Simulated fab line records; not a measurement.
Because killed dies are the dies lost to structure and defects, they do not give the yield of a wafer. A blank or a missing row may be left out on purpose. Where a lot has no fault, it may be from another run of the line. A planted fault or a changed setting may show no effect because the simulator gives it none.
Chamber matching | flow gf180mcu | pecvd-02 running GF_PASSIVATION_CVD_00: 3 sister chambers
The step deposits SiO2 from TEOS, target thk 1000 nm, time 111.95 s. 6 wafers are shown with their chamber, then 9 later ones without.

== WAFERS, EACH WITH ITS CHAMBER ==
wafer  | chamber | heater-power-w (W) | run-length-s (s)
L573.1 | 1       | 719                | 138.7
L573.5 | 2       | 605                | 139.8
L573.6 | 1       | 771                | 139.5
L577.2 | 0       | 549                | 140.1
L577.3 | 2       | 568                | 139.7
L577.6 | 0       | 620                | 139.8

== WAFERS WITH NO CHAMBER GIVEN ==
wafer  | heater-power-w (W) | run-length-s (s)
L584.2 | 643                | 140.3
L584.3 | 482                | 139.8
L584.6 | 662                | 140.3
L586.1 | 545                | 139.5
L586.5 | 579                | 140.1
L586.6 | 619                | 139.6
L587.1 | 742                | 139.8
L587.2 | 489                | 139.7
L587.4 | 628                | 139.2

== WHICH CHAMBER EACH ONE RAN IN ==
wafer  | from the rows above          | in truth
L584.2 | can't be placed: 0 or 2      | 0
L584.3 | can't be placed: 0 or 2      | 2
L584.6 | can't be placed: 0 or 2 or 1 | 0
L586.1 | can't be placed: 2 or 0      | 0
L586.5 | can't be placed: 0 or 2      | 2
L586.6 | can't be placed: 2 or 0      | 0
L587.1 | can't be placed: 1 or 2      | 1
L587.2 | can't be placed: 2 or 0      | 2
L587.4 | can't be placed: 2 or 0 or 1 | 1
Correct placement for 0 of the 9. Can't be placed from these rows: 9 (the true chamber is among the candidates in 9). Wrongly placed: 0.
How it was worked out, from the rows above alone: a wafer's distance from a chamber is the root of the sum, over the readings, of the square of ((its reading less the chamber's mean) divided by the reading's scatter). The wafer belongs to the nearest chamber; if the next one is less than 2 further off, it can't be placed. A chamber's mean is the mean of its shown wafers. The scatter: the root of (the sum of the squares of (reading less its chamber's mean) over the shown wafers, divided by (wafers less chambers)).
